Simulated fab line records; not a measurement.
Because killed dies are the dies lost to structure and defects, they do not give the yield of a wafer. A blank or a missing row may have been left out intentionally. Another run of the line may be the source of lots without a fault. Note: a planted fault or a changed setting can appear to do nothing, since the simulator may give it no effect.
What tool caused it? | flow sky130 | 36 wafers from 12 lots sampled at 2 of the route's 708 steps

WHAT THE GAUGES SHOWED, per wafer
SKY_VIA4_THK_MEAS_01. Usual: VIA4_HDPCVD_THK 1747 nm, standard deviation 18.
lot  | measured     | on            | VIA4_HDPCVD_THK (nm) | flag
L669 | day 41 18:36 | film-metro-01 | 1718 1739 1734       |
L671 | day 42 10:51 | film-metro-02 | 1733 1749 1755       |
L674 | day 43 13:05 | film-metro-03 | 1742 1759 1766       |
L673 | day 43 14:25 | film-metro-03 | 1761 1757 1731       |
L675 | day 43 23:39 | film-metro-03 | 1749 1775 1730       |
L676 | day 44 06:03 | film-metro-03 | 1763 1748 1765       |
L677 | day 44 07:18 | film-metro-02 | 1766 1779 1777       |
L680 | day 45 00:27 | film-metro-02 | 1752 1768 1760       |
L681 | day 45 06:30 | film-metro-03 | 1753 1758 1732       |
L684 | day 46 02:34 | film-metro-03 | 1709 1733 1729       |
L687 | day 46 22:58 | film-metro-03 | 1714 1728 1753       |
L692 | day 47 19:56 | film-metro-02 | 1765 1766 1741       |

WHICH TOOL RAN EACH LOT (tool, then ch and the chambers of the sampled wafers, then the start)
lot  | SKY_METAL4_DESCUM_15
L669 | rie-metal-01 ch 0,1, day 41 17:29
L671 | rie-metal-03 ch 0,1, day 42 09:44
L674 | rie-metal-01 ch 0,1, day 43 11:58
L673 | rie-metal-03 ch 0,1, day 43 13:17
L675 | rie-metal-02 ch 0,1, day 43 22:33
L676 | rie-metal-03 ch 0,1, day 44 04:55
L677 | rie-metal-01 ch 0,1, day 44 06:12
L680 | rie-metal-02 ch 0,1, day 44 23:16
L681 | rie-metal-02 ch 0,1, day 45 05:24
L684 | rie-metal-03 ch 0,1, day 46 01:28
L687 | rie-metal-03 ch 0,1, day 46 21:51
L692 | rie-metal-02 ch 0,1, day 47 18:48
- SKY_METAL4_DESCUM_15: chemistry O2, time 8 s.

WHAT THE TOOLS THEMSELVES READ (means of the sampled wafers that have a number; where no wafer has one, the mark that the record gives instead)
SKY_METAL4_DESCUM_15. Usual: drypump-motor-current-A 5.6 A, standard deviation 0.48; oes-product-au 0.997 a.u., standard deviation 0.0076.
lot  | tool         | drypump-motor-current-A (A) | oes-product-au (a.u.) | flag
L669 | rie-metal-01 | 5.7                         | 0.998                 |
L671 | rie-metal-03 | 6.2                         | 0.994                 |
L674 | rie-metal-01 | 5.5                         | 0.994                 |
L673 | rie-metal-03 | 6.2                         | 0.995                 |
L675 | rie-metal-02 | 5.1                         | 1.000                 |
L676 | rie-metal-03 | 5.9                         | 1.001                 |
L677 | rie-metal-01 | 5.5                         | 0.993                 |
L680 | rie-metal-02 | 5.2                         | 0.998                 |
L681 | rie-metal-02 | 5.1                         | 0.994                 |
L684 | rie-metal-03 | 5.9                         | 1.009                 |
L687 | rie-metal-03 | 5.9                         | 1.007                 |
L692 | rie-metal-02 | 5.2                         | 0.996                 |

THE ANSWER, worked out from the rows above alone
Rule: lot off if the mean of its wafers having a number is beyond 3 standard deviations from the usual mean. Also off: a lot with no number at a reading for which 4 or more lots have one. Any other lot the step has rows for is counted as sound. First the gauges in route order, then the tools' own readings, where a lot's mean is used as printed above. The first step at which some lot is off is used, and at that step the reading that is off furthest; a lot without a number counts as furthest.
Across all readings shown, no lot is off: no conclusion can be drawn from this.

WHAT WAS PUT IN BY THE SIMULATOR
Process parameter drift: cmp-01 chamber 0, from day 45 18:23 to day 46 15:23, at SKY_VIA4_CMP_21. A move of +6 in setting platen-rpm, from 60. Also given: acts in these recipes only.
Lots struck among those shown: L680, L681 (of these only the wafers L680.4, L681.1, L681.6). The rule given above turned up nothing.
